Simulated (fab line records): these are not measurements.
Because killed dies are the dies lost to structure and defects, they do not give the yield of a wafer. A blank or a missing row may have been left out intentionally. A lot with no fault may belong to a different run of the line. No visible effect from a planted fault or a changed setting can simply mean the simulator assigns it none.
fab line records :: flow sky130 :: part 2 of 2: steps 32 to 42 of 42
record:
  lots: 5
  wafers: 15
  last_day: 49
route steps=708 shown SD_P@324 RES_XHIGH@332 SD_N@342 SALICIDE@361 LI_CONTACT@362
lots that met no fault: taken from a fault-free run of the same line
start_h: hours from the record's first day to the start of the lot's first wafer shown :: wait_h: time in hours since the lot's previous step :: " same as the row above :: L1.1+2: a single row standing in for several wafers :: - no value, or no start given :: * or withheld: withheld :: < > ~ a bound
route shown NAME@n: NAME is a module with steps in the file, n the number in the route of the first one :: usual: mean/standard deviation of fault-free wafers :: same: alike in all rows :: chamber/n: place in a boat :: sites: each site's reading :: _std_site: the values' standard deviation :: _edge_site: outer sites' mean less inner sites' :: radius_mm: for every site, how far away it sits from the centre of the wafer :: mask NAME#n: copy n :: behind: tool/chamber where the wafer was last shaped :: hold: why the lot went on hold/how many hours it stayed there/how the hold came to an end :: device: transistor that didn't switch, given as n, p or np :: end of line: at the end of the route, the tests of the same wafers :: for a step that has no rows: nothing shown but its recipe :: killed: count of dies lost to structure and defects at first sort (not the wafer's yield) :: map: shows each die of a wafer: x if killed, . if not, _ if none is there
set.NAME: the setting that was run; set.NAME@STEP: the one run at that earlier step :: model.NAME: the simulator's own value behind a step, which no gauge read
a table for each step, a row for each wafer; lots at some steps of the route
services: a tool's chamber out of use, with start hour (start_h, from the record's first day; less than 0 if before it), hours out, and reason
== steps ==
step: SKY_SD_N_CLEAN_13
recipe:
  chemistry: SC1/SC2
  mix: 1:4:20
  temp_c: 70
  time_s: 150
  dry: n2_spin
lot.wafer: L074.1+4+5
tool: wet_bench-02
chamber: 2
start_h: 649.24
wait_h: 0.1

lot.wafer: L084.1+2+4
tool: wet_bench-04
chamber: 1
start_h: 738.63
wait_h: 0.1

lot.wafer: L087.1+4+5
tool: wet_bench-01
chamber: 0
start_h: 767.49
wait_h: 0.1

lot.wafer: L090.1+2+3
tool: wet_bench-04
chamber: 0
start_h: 784.99
wait_h: 0.1

lot.wafer: L091.1+3+4
tool: wet_bench-04
chamber: 0
start_h: 785.83
wait_h: 0.1
step: SKY_SD_N_RTA_14
recipe:
  temp_c: 1075
  time_s: 2
  idle_temp_c: 650
  ramp_up_c_per_s: 150
  ramp_down_c_per_s: 90
  ambient: N2
usual:
  lamp_power_pct: 15.74/0.05
  wafer_temp_C_max: 1078.0/1.2
lot.wafer: L074.1
tool: rtp_anneal-01
chamber: 0
start_h: 649.29
wait_h: 0.0
lamp_power_pct: 15.71
wafer_temp_C_max: 1078.5

lot.wafer: L074.4
tool: rtp_anneal-01
chamber: 0
start_h: 649.29
wait_h: 0.0
lamp_power_pct: 15.86
wafer_temp_C_max: 1079.6

lot.wafer: L074.5
tool: rtp_anneal-01
chamber: 0
start_h: 649.29
wait_h: 0.0
lamp_power_pct: 15.76
wafer_temp_C_max: 1080.0

lot.wafer: L084.1
tool: rtp_anneal-01
chamber: 0
start_h: 738.69
wait_h: 0.0
lamp_power_pct: 15.69
wafer_temp_C_max: 1077.8

lot.wafer: L084.2
tool: rtp_anneal-01
chamber: 0
start_h: 738.69
wait_h: 0.0
lamp_power_pct: 15.66
wafer_temp_C_max: 1077.1

lot.wafer: L084.4
tool: rtp_anneal-01
chamber: 0
start_h: 738.69
wait_h: 0.0
lamp_power_pct: 15.77
wafer_temp_C_max: 1078.7

lot.wafer: L087.1
tool: rtp_anneal-02
chamber: 0
start_h: 767.54
wait_h: 0.0
lamp_power_pct: 15.71
wafer_temp_C_max: 1077.9

lot.wafer: L087.4
tool: rtp_anneal-02
chamber: 0
start_h: 767.54
wait_h: 0.0
lamp_power_pct: 15.71
wafer_temp_C_max: 1076.6

lot.wafer: L087.5
tool: rtp_anneal-02
chamber: 0
start_h: 767.54
wait_h: 0.0
lamp_power_pct: 15.84
wafer_temp_C_max: 1077.4

lot.wafer: L090.1
tool: rtp_anneal-01
chamber: 0
start_h: 785.04
wait_h: 0.0
lamp_power_pct: 15.66
wafer_temp_C_max: 1077.3

lot.wafer: L090.2
tool: rtp_anneal-01
chamber: 0
start_h: 785.04
wait_h: 0.0
lamp_power_pct: 15.73
wafer_temp_C_max: 1077.9

lot.wafer: L090.3
tool: rtp_anneal-01
chamber: 0
start_h: 785.04
wait_h: 0.0
lamp_power_pct: 15.76
wafer_temp_C_max: 1077.7

lot.wafer: L091.1
tool: rtp_anneal-02
chamber: 0
start_h: 785.88
wait_h: 0.0
lamp_power_pct: 15.78
wafer_temp_C_max: 1077.7

lot.wafer: L091.3
tool: rtp_anneal-02
chamber: 0
start_h: 785.88
wait_h: 0.0
lamp_power_pct: 15.73
wafer_temp_C_max: 1079.2

lot.wafer: L091.4
tool: rtp_anneal-02
chamber: 0
start_h: 785.88
wait_h: 0.0
lamp_power_pct: 15.72
wafer_temp_C_max: 1077.4
step: SKY_SD_N_RS_MEAS_16
recipe:
  thk_meas_gauge: four-point-probe
usual:
  SD_N_RS: 68.52/0.13
lot.wafer: L074.1
tool: film_metro-01
chamber: -
start_h: 649.46
wait_h: 0.1
SD_N_RS[ohm/sq]: 68.52

lot.wafer: L074.4
tool: film_metro-01
chamber: -
start_h: 649.46
wait_h: 0.1
SD_N_RS[ohm/sq]: 68.33

lot.wafer: L074.5
tool: film_metro-01
chamber: -
start_h: 649.46
wait_h: 0.1
SD_N_RS[ohm/sq]: 68.49

lot.wafer: L084.1
tool: film_metro-01
chamber: -
start_h: 738.86
wait_h: 0.1
SD_N_RS[ohm/sq]: 68.69

lot.wafer: L084.2
tool: film_metro-01
chamber: -
start_h: 738.86
wait_h: 0.1
SD_N_RS[ohm/sq]: 68.62

lot.wafer: L084.4
tool: film_metro-01
chamber: -
start_h: 738.86
wait_h: 0.1
SD_N_RS[ohm/sq]: 68.55

lot.wafer: L087.1
tool: film_metro-01
chamber: -
start_h: 767.72
wait_h: 0.1
SD_N_RS[ohm/sq]: 68.27

lot.wafer: L087.4
tool: film_metro-01
chamber: -
start_h: 767.72
wait_h: 0.1
SD_N_RS[ohm/sq]: 68.45

lot.wafer: L087.5
tool: film_metro-01
chamber: -
start_h: 767.72
wait_h: 0.1
SD_N_RS[ohm/sq]: 68.31

lot.wafer: L090.1
tool: film_metro-04
chamber: -
start_h: 785.21
wait_h: 0.1
SD_N_RS[ohm/sq]: 68.30

lot.wafer: L090.2
tool: film_metro-04
chamber: -
start_h: 785.21
wait_h: 0.1
SD_N_RS[ohm/sq]: 68.28

lot.wafer: L090.3
tool: film_metro-04
chamber: -
start_h: 785.21
wait_h: 0.1
SD_N_RS[ohm/sq]: 68.35

lot.wafer: L091.1
tool: film_metro-03
chamber: -
start_h: 786.11
wait_h: 0.1
SD_N_RS[ohm/sq]: 68.64

lot.wafer: L091.3
tool: film_metro-03
chamber: -
start_h: 786.11
wait_h: 0.1
SD_N_RS[ohm/sq]: 68.65

lot.wafer: L091.4
tool: film_metro-03
chamber: -
start_h: 786.11
wait_h: 0.1
SD_N_RS[ohm/sq]: 68.57
step: SKY_SD_N_RS_MEAS_17
recipe:
  thk_meas_gauge: four-point-probe
usual:
  SD_P_RS: 147.1/0.39
lot.wafer: L074.1
tool: film_metro-01
chamber: -
start_h: 649.58
wait_h: 0.1
SD_P_RS[ohm/sq]: 147.2

lot.wafer: L074.4
tool: film_metro-01
chamber: -
start_h: 649.58
wait_h: 0.1
SD_P_RS[ohm/sq]: 147.4

lot.wafer: L074.5
tool: film_metro-01
chamber: -
start_h: 649.58
wait_h: 0.1
SD_P_RS[ohm/sq]: 147.2

lot.wafer: L084.1
tool: film_metro-01
chamber: -
start_h: 738.98
wait_h: 0.1
SD_P_RS[ohm/sq]: 147.5

lot.wafer: L084.2
tool: film_metro-01
chamber: -
start_h: 738.98
wait_h: 0.1
SD_P_RS[ohm/sq]: 148.0

lot.wafer: L084.4
tool: film_metro-01
chamber: -
start_h: 738.98
wait_h: 0.1
SD_P_RS[ohm/sq]: 147.4

lot.wafer: L087.1
tool: film_metro-01
chamber: -
start_h: 767.84
wait_h: 0.1
SD_P_RS[ohm/sq]: 147.0

lot.wafer: L087.4
tool: film_metro-01
chamber: -
start_h: 767.84
wait_h: 0.1
SD_P_RS[ohm/sq]: 146.8

lot.wafer: L087.5
tool: film_metro-01
chamber: -
start_h: 767.84
wait_h: 0.1
SD_P_RS[ohm/sq]: 146.8

lot.wafer: L090.1
tool: film_metro-04
chamber: -
start_h: 785.33
wait_h: 0.1
SD_P_RS[ohm/sq]: 146.9

lot.wafer: L090.2
tool: film_metro-04
chamber: -
start_h: 785.33
wait_h: 0.1
SD_P_RS[ohm/sq]: 146.8

lot.wafer: L090.3
tool: film_metro-04
chamber: -
start_h: 785.33
wait_h: 0.1
SD_P_RS[ohm/sq]: 146.5

lot.wafer: L091.1
tool: film_metro-03
chamber: -
start_h: 786.23
wait_h: 0.1
SD_P_RS[ohm/sq]: 146.8

lot.wafer: L091.3
tool: film_metro-03
chamber: -
start_h: 786.23
wait_h: 0.1
SD_P_RS[ohm/sq]: 147.6

lot.wafer: L091.4
tool: film_metro-03
chamber: -
start_h: 786.23
wait_h: 0.1
SD_P_RS[ohm/sq]: 147.3
step: SKY_SD_N_RS_MEAS_18
recipe:
  thk_meas_gauge: four-point-probe
usual:
  RES_XHIGH_RS: 333.1/1
lot.wafer: L074.1
tool: film_metro-01
chamber: -
start_h: 649.70
wait_h: 0.1
RES_XHIGH_RS[ohm/sq]: 333.0

lot.wafer: L074.4
tool: film_metro-01
chamber: -
start_h: 649.70
wait_h: 0.1
RES_XHIGH_RS[ohm/sq]: 332.4

lot.wafer: L074.5
tool: film_metro-01
chamber: -
start_h: 649.70
wait_h: 0.1
RES_XHIGH_RS[ohm/sq]: 333.5

lot.wafer: L084.1
tool: film_metro-01
chamber: -
start_h: 739.10
wait_h: 0.1
RES_XHIGH_RS[ohm/sq]: 331.3

lot.wafer: L084.2
tool: film_metro-01
chamber: -
start_h: 739.10
wait_h: 0.1
RES_XHIGH_RS[ohm/sq]: 332.8

lot.wafer: L084.4
tool: film_metro-01
chamber: -
start_h: 739.10
wait_h: 0.1
RES_XHIGH_RS[ohm/sq]: 332.2

lot.wafer: L087.1
tool: film_metro-01
chamber: -
start_h: 767.96
wait_h: 0.1
RES_XHIGH_RS[ohm/sq]: 333.5

lot.wafer: L087.4
tool: film_metro-01
chamber: -
start_h: 767.96
wait_h: 0.1
RES_XHIGH_RS[ohm/sq]: 333.1

lot.wafer: L087.5
tool: film_metro-01
chamber: -
start_h: 767.96
wait_h: 0.1
RES_XHIGH_RS[ohm/sq]: 333.4

lot.wafer: L090.1
tool: film_metro-04
chamber: -
start_h: 785.45
wait_h: 0.1
RES_XHIGH_RS[ohm/sq]: 332.9

lot.wafer: L090.2
tool: film_metro-04
chamber: -
start_h: 785.45
wait_h: 0.1
RES_XHIGH_RS[ohm/sq]: 334.6

lot.wafer: L090.3
tool: film_metro-04
chamber: -
start_h: 785.45
wait_h: 0.1
RES_XHIGH_RS[ohm/sq]: 334.7

lot.wafer: L091.1
tool: film_metro-03
chamber: -
start_h: 786.35
wait_h: 0.1
RES_XHIGH_RS[ohm/sq]: 332.6

lot.wafer: L091.3
tool: film_metro-03
chamber: -
start_h: 786.35
wait_h: 0.1
RES_XHIGH_RS[ohm/sq]: 332.2

lot.wafer: L091.4
tool: film_metro-03
chamber: -
start_h: 786.35
wait_h: 0.1
RES_XHIGH_RS[ohm/sq]: 332.6
step: SKY_SALICIDE_CLEAN_00
recipe:
  chemistry: HF-last
  time_s: 30
  dilution: 100:1
  dry: ipa_marangoni
lot.wafer: L074.1+4+5
tool: wet_bench-01
chamber: 1
start_h: 649.82
wait_h: 0.1

lot.wafer: L084.1+2+4
tool: wet_bench-03
chamber: 3
start_h: 739.22
wait_h: 0.1

lot.wafer: L087.1+4+5
tool: wet_bench-04
chamber: 0
start_h: 768.08
wait_h: 0.1

lot.wafer: L090.1+2+3
tool: wet_bench-04
chamber: 3
start_h: 785.57
wait_h: 0.1

lot.wafer: L091.1+3+4
tool: wet_bench-01
chamber: 2
start_h: 786.47
wait_h: 0.1
step: SKY_LI_CONTACT_HDPCVD_00
recipe:
  material: PSG
  target_thk_nm: 930
  sigma_open_frac: 0.3
  time_s: 150
  temp_c: 600
  sih4_flow_sccm: 60
  pressure_mtorr: 6
lot.wafer: L074.1+4+5
tool: hdpcvd-02
chamber: 0,2,0
start_h: 649.84
wait_h: 0.0

lot.wafer: L084.1+2+4
tool: hdpcvd-01
chamber: 0,2,2
start_h: 739.24
wait_h: 0.0

lot.wafer: L087.1+4+5
tool: hdpcvd-02
chamber: 0,0,1
start_h: 768.09
wait_h: 0.0

lot.wafer: L090.1+2+3
tool: hdpcvd-02
chamber: 0,2,1
start_h: 785.59
wait_h: 0.0

lot.wafer: L091.1+3+4
tool: hdpcvd-02
chamber: 2,1,0
start_h: 786.49
wait_h: 0.0
step: SKY_LI_CONTACT_THK_MEAS_01
recipe:
  reads: PSG_of_LI_CONTACT_HDPCVD_00
usual:
  LI_CONTACT_HDPCVD_THK: 901/8.7
lot.wafer: L074.1
tool: film_metro-03
chamber: -
start_h: 649.94
wait_h: 0.1
LI_CONTACT_HDPCVD_THK[nm]: 887

lot.wafer: L074.4
tool: film_metro-03
chamber: -
start_h: 649.94
wait_h: 0.1
LI_CONTACT_HDPCVD_THK[nm]: 903

lot.wafer: L074.5
tool: film_metro-03
chamber: -
start_h: 649.94
wait_h: 0.1
LI_CONTACT_HDPCVD_THK[nm]: 896

lot.wafer: L084.1
tool: film_metro-03
chamber: -
start_h: 739.34
wait_h: 0.1
LI_CONTACT_HDPCVD_THK[nm]: 901

lot.wafer: L084.2
tool: film_metro-03
chamber: -
start_h: 739.34
wait_h: 0.1
LI_CONTACT_HDPCVD_THK[nm]: 910

lot.wafer: L084.4
tool: film_metro-03
chamber: -
start_h: 739.34
wait_h: 0.1
LI_CONTACT_HDPCVD_THK[nm]: 909

lot.wafer: L087.1
tool: film_metro-03
chamber: -
start_h: 768.20
wait_h: 0.1
LI_CONTACT_HDPCVD_THK[nm]: 900

lot.wafer: L087.4
tool: film_metro-03
chamber: -
start_h: 768.20
wait_h: 0.1
LI_CONTACT_HDPCVD_THK[nm]: 891

lot.wafer: L087.5
tool: film_metro-03
chamber: -
start_h: 768.20
wait_h: 0.1
LI_CONTACT_HDPCVD_THK[nm]: 908

lot.wafer: L090.1
tool: film_metro-03
chamber: -
start_h: 785.69
wait_h: 0.1
LI_CONTACT_HDPCVD_THK[nm]: 914

lot.wafer: L090.2
tool: film_metro-03
chamber: -
start_h: 785.69
wait_h: 0.1
LI_CONTACT_HDPCVD_THK[nm]: 898

lot.wafer: L090.3
tool: film_metro-03
chamber: -
start_h: 785.69
wait_h: 0.1
LI_CONTACT_HDPCVD_THK[nm]: 910

lot.wafer: L091.1
tool: film_metro-01
chamber: -
start_h: 786.59
wait_h: 0.1
LI_CONTACT_HDPCVD_THK[nm]: 890

lot.wafer: L091.3
tool: film_metro-01
chamber: -
start_h: 786.59
wait_h: 0.1
LI_CONTACT_HDPCVD_THK[nm]: 916

lot.wafer: L091.4
tool: film_metro-01
chamber: -
start_h: 786.59
wait_h: 0.1
LI_CONTACT_HDPCVD_THK[nm]: 907
step: SKY_LI_CONTACT_CMP_02
recipe:
  material: PSG
  down_force_psi: 4
  platen_rpm: 60
  pad_velocity_m_s: 0.94248
usual:
  head_pressure_psi: 4.000/0.0091
  motor_current_A: 12.0/0.82
  time_to_endpoint_s: 30.2/1.8
lot.wafer: L074.1
tool: cmp-01
chamber: 3
start_h: 650.05
wait_h: 0.1
head_pressure_psi: 3.989
motor_current_A: 12.2
time_to_endpoint_s: 29.2

lot.wafer: L074.4
tool: cmp-01
chamber: 0
start_h: 650.05
wait_h: 0.1
head_pressure_psi: 4.001
motor_current_A: 11.4
time_to_endpoint_s: 29.8

lot.wafer: L074.5
tool: cmp-01
chamber: 3
start_h: 650.05
wait_h: 0.1
head_pressure_psi: 3.997
motor_current_A: 12.2
time_to_endpoint_s: 28.2

lot.wafer: L084.1
tool: cmp-02
chamber: 0
start_h: 739.40
wait_h: 0.1
head_pressure_psi: 3.991
motor_current_A: 12.0
time_to_endpoint_s: 31.8

lot.wafer: L084.2
tool: cmp-02
chamber: 2
start_h: 739.40
wait_h: 0.1
head_pressure_psi: 4.009
motor_current_A: 13.1
time_to_endpoint_s: 29.7

lot.wafer: L084.4
tool: cmp-02
chamber: 3
start_h: 739.40
wait_h: 0.1
head_pressure_psi: 3.995
motor_current_A: 10.7
time_to_endpoint_s: 30.4

lot.wafer: L087.4
tool: cmp-02
chamber: 3
start_h: 768.26
wait_h: 0.0
head_pressure_psi: 4.006
motor_current_A: 10.4
time_to_endpoint_s: 28.6

lot.wafer: L087.1
tool: cmp-02
chamber: 2
start_h: 768.26
wait_h: 0.0
head_pressure_psi: 3.995
motor_current_A: 13.4
time_to_endpoint_s: 28.8

lot.wafer: L087.5
tool: cmp-02
chamber: 3
start_h: 768.26
wait_h: 0.0
head_pressure_psi: 4.006
motor_current_A: 10.4
time_to_endpoint_s: 30.9

lot.wafer: L090.3
tool: cmp-02
chamber: 3
start_h: 785.75
wait_h: 0.0
head_pressure_psi: 3.997
motor_current_A: 10.6
time_to_endpoint_s: 31.7

lot.wafer: L090.1
tool: cmp-02
chamber: 0
start_h: 785.75
wait_h: 0.0
head_pressure_psi: 4.015
motor_current_A: 11.6
time_to_endpoint_s: 31.6

lot.wafer: L090.2
tool: cmp-02
chamber: 2
start_h: 785.75
wait_h: 0.0
head_pressure_psi: 3.998
motor_current_A: 12.9
time_to_endpoint_s: 27.7

lot.wafer: L091.4
tool: cmp-02
chamber: 1
start_h: 786.70
wait_h: 0.1
head_pressure_psi: 3.992
motor_current_A: 12.1
time_to_endpoint_s: 28.5

lot.wafer: L091.1
tool: cmp-02
chamber: 2
start_h: 786.70
wait_h: 0.1
head_pressure_psi: 3.988
motor_current_A: 12.7
time_to_endpoint_s: 30.3

lot.wafer: L091.3
tool: cmp-02
chamber: 3
start_h: 786.70
wait_h: 0.1
head_pressure_psi: 4.009
motor_current_A: 10.2
time_to_endpoint_s: 31.7
step: SKY_LI_CONTACT_BOW_MEAS_03
recipe:
  mode: bow
usual:
  LI_CONTACT_BOW: 56/6.6
lot.wafer: L074.1
tool: film_metro-03
chamber: -
start_h: 650.30
wait_h: 0.2
LI_CONTACT_BOW[um]: 49

lot.wafer: L074.4
tool: film_metro-03
chamber: -
start_h: 650.30
wait_h: 0.2
LI_CONTACT_BOW[um]: 48

lot.wafer: L074.5
tool: film_metro-03
chamber: -
start_h: 650.30
wait_h: 0.2
LI_CONTACT_BOW[um]: 55

lot.wafer: L084.1
tool: film_metro-01
chamber: -
start_h: 739.70
wait_h: 0.2
LI_CONTACT_BOW[um]: 47

lot.wafer: L084.2
tool: film_metro-01
chamber: -
start_h: 739.70
wait_h: 0.2
LI_CONTACT_BOW[um]: 58

lot.wafer: L084.4
tool: film_metro-01
chamber: -
start_h: 739.70
wait_h: 0.2
LI_CONTACT_BOW[um]: 49

lot.wafer: L087.1
tool: film_metro-03
chamber: -
start_h: 768.56
wait_h: 0.1
LI_CONTACT_BOW[um]: 56

lot.wafer: L087.4
tool: film_metro-03
chamber: -
start_h: 768.56
wait_h: 0.1
LI_CONTACT_BOW[um]: 51

lot.wafer: L087.5
tool: film_metro-03
chamber: -
start_h: 768.56
wait_h: 0.1
LI_CONTACT_BOW[um]: 48

lot.wafer: L090.1
tool: film_metro-04
chamber: -
start_h: 786.05
wait_h: 0.2
LI_CONTACT_BOW[um]: 63

lot.wafer: L090.2
tool: film_metro-04
chamber: -
start_h: 786.05
wait_h: 0.2
LI_CONTACT_BOW[um]: 56

lot.wafer: L090.3
tool: film_metro-04
chamber: -
start_h: 786.05
wait_h: 0.2
LI_CONTACT_BOW[um]: 50

lot.wafer: L091.1
tool: film_metro-03
chamber: -
start_h: 786.95
wait_h: 0.1
LI_CONTACT_BOW[um]: 52

lot.wafer: L091.3
tool: film_metro-03
chamber: -
start_h: 786.95
wait_h: 0.1
LI_CONTACT_BOW[um]: 56

lot.wafer: L091.4
tool: film_metro-03
chamber: -
start_h: 786.95
wait_h: 0.1
LI_CONTACT_BOW[um]: 52
step: SKY_LI_CONTACT_DEHYDRATE_04
recipe:
  temp_c: 200
  time_s: 60
lot.wafer: L074.1+4+5
tool: litho_track-01
chamber: 0
start_h: 664.39
wait_h: 14.1

lot.wafer: L084.1+2+4
tool: litho_track-01
chamber: 0
start_h: 753.39
wait_h: 13.7

lot.wafer: L087.1+4+5
tool: litho_track-03
chamber: 0
start_h: 782.26
wait_h: 13.7

lot.wafer: L090.1+2+3
tool: litho_track-02
chamber: 0
start_h: 798.33
wait_h: 12.3

lot.wafer: L091.1+3+4
tool: litho_track-03
chamber: 0
start_h: 799.61
wait_h: 12.6
== services ==
tool: iline_stepper-01
chamber: -
start_h: 560.21
hours: 1.7
kind: pm

tool: implanter-03
chamber: -
start_h: 560.48
hours: 12.0
kind: pm

tool: implanter-04
chamber: -
start_h: 577.35
hours: 17.1
kind: pm

tool: implanter-03
chamber: -
start_h: 583.63
hours: 3.0
kind: repair

tool: implanter-03
chamber: -
start_h: 588.26
hours: 1.7
kind: repair

tool: cmp-02
chamber: -
start_h: 598.96
hours: 0.3
kind: repair

tool: plasma_asher-02
chamber: -
start_h: 606.63
hours: 0.4
kind: repair

tool: cmp-02
chamber: -
start_h: 608.58
hours: 0.5
kind: repair

tool: implanter-04
chamber: -
start_h: 612.11
hours: 1.9
kind: repair

tool: hdpcvd-02
chamber: -
start_h: 614.83
hours: 16.3
kind: repair

tool: hdpcvd-02
chamber: 2
start_h: 625.35
hours: 6.5
kind: repair

tool: wet_bench-04
chamber: -
start_h: 628.31
hours: 2.4
kind: repair

tool: cmp-02
chamber: -
start_h: 628.55
hours: 5.0
kind: pm

tool: plasma_asher-01
chamber: -
start_h: 631.41
hours: 4.5
kind: repair

tool: cmp-02
chamber: -
start_h: 634.66
hours: 0.6
kind: repair

tool: cmp-02
chamber: -
start_h: 642.73
hours: 17.1
kind: pm

tool: hdpcvd-02
chamber: -
start_h: 650.75
hours: 15.0
kind: pm

tool: iline_stepper-02
chamber: -
start_h: 656.47
hours: 4.4
kind: pm

tool: implanter-02
chamber: -
start_h: 693.51
hours: 3.2
kind: repair

tool: implanter-04
chamber: -
start_h: 747.27
hours: 1.1
kind: repair

tool: implanter-03
chamber: -
start_h: 757.32
hours: 3.1
kind: pm

tool: implanter-04
chamber: -
start_h: 767.81
hours: 6.3
kind: pm

tool: iline_stepper-01
chamber: -
start_h: 778.39
hours: 1.7
kind: pm

tool: implanter-04
chamber: -
start_h: 799.41
hours: 2.1
kind: repair
